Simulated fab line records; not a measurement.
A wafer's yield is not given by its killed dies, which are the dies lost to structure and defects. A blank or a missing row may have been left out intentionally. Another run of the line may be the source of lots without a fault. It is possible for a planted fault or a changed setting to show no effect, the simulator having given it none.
Matching of chambers || flow sky130 || SKY_SONOS_ONO_ETCH_15 on rie-diel-01: 4 sister chambers
The step etches the open film in CHF3/O2, target depth 19.52 nm, time 7.8 s. 8 wafers are shown with their chamber, then 12 later ones without.

WAFERS PAIRED WITH THEIR CHAMBERS
{"wafer": "L091.1", "chamber": 3, "drypump-motor-current-A (A)": 5.2, "oes-product-au (a.u.)": 0.999}
{"wafer": "L091.2", "chamber": 2, "drypump-motor-current-A (A)": 6.0, "oes-product-au (a.u.)": 1.017}
{"wafer": "L093.1", "chamber": 0, "drypump-motor-current-A (A)": 5.7, "oes-product-au (a.u.)": 1.006}
{"wafer": "L093.2", "chamber": 2, "drypump-motor-current-A (A)": 6.0, "oes-product-au (a.u.)": 1.024}
{"wafer": "L093.3", "chamber": 3, "drypump-motor-current-A (A)": 5.3, "oes-product-au (a.u.)": 1.022}
{"wafer": "L093.4", "chamber": 1, "drypump-motor-current-A (A)": 5.8, "oes-product-au (a.u.)": 1.025}
{"wafer": "L093.5", "chamber": 0, "drypump-motor-current-A (A)": 5.7, "oes-product-au (a.u.)": 1.016}
{"wafer": "L093.6", "chamber": 1, "drypump-motor-current-A (A)": 5.8, "oes-product-au (a.u.)": 1.021}

WAFERS WHOSE CHAMBER IS MISSING
{"wafer": "L094.3", "drypump-motor-current-A (A)": 5.7, "oes-product-au (a.u.)": 1.004}
{"wafer": "L094.4", "drypump-motor-current-A (A)": 6.0, "oes-product-au (a.u.)": 1.029}
{"wafer": "L094.5", "drypump-motor-current-A (A)": 5.7, "oes-product-au (a.u.)": 1.008}
{"wafer": "L095.1", "drypump-motor-current-A (A)": 6.0, "oes-product-au (a.u.)": 1.014}
{"wafer": "L095.2", "drypump-motor-current-A (A)": 5.6, "oes-product-au (a.u.)": 0.992}
{"wafer": "L095.3", "drypump-motor-current-A (A)": 5.2, "oes-product-au (a.u.)": 1.005}
{"wafer": "L095.4", "drypump-motor-current-A (A)": 5.8, "oes-product-au (a.u.)": 1.026}
{"wafer": "L095.5", "drypump-motor-current-A (A)": 5.8, "oes-product-au (a.u.)": 1.019}
{"wafer": "L095.6", "drypump-motor-current-A (A)": 6.0, "oes-product-au (a.u.)": 1.007}
{"wafer": "L097.1", "drypump-motor-current-A (A)": 5.2, "oes-product-au (a.u.)": 1.015}
{"wafer": "L097.2", "drypump-motor-current-A (A)": 5.7, "oes-product-au (a.u.)": 1.011}
{"wafer": "L097.6", "drypump-motor-current-A (A)": 5.3, "oes-product-au (a.u.)": 1.013}

WHICH CHAMBER EACH ONE RAN IN
{"wafer": "L094.3", "from the rows above": 0, "in truth": 0}
{"wafer": "L094.4", "from the rows above": 2, "in truth": 2}
{"wafer": "L094.5", "from the rows above": 0, "in truth": 0}
{"wafer": "L095.1", "from the rows above": 2, "in truth": 2}
{"wafer": "L095.2", "from the rows above": 0, "in truth": 0}
{"wafer": "L095.3", "from the rows above": 3, "in truth": 3}
{"wafer": "L095.4", "from the rows above": 1, "in truth": 1}
{"wafer": "L095.5", "from the rows above": 1, "in truth": 1}
{"wafer": "L095.6", "from the rows above": 2, "in truth": 2}
{"wafer": "L097.1", "from the rows above": 3, "in truth": 3}
{"wafer": "L097.2", "from the rows above": 0, "in truth": 0}
{"wafer": "L097.6", "from the rows above": 3, "in truth": 3}
Correctly placed: 12 of 12. Left unplaced by these rows: 0. Wrongly placed: 0.
How it was worked out, from the rows above alone: a wafer's distance from a chamber is the root of the sum, over the readings, of the square of ((its reading less the chamber's mean) divided by the reading's scatter). If the next closest chamber is less than 2 further off than the closest, the wafer can't be placed; otherwise it belongs to the closest. A chamber's mean is the mean of its shown wafers. The scatter: take each reading less its chamber's mean, square it, sum over the shown wafers, divide by the number of wafers less the number of chambers, and take the root.
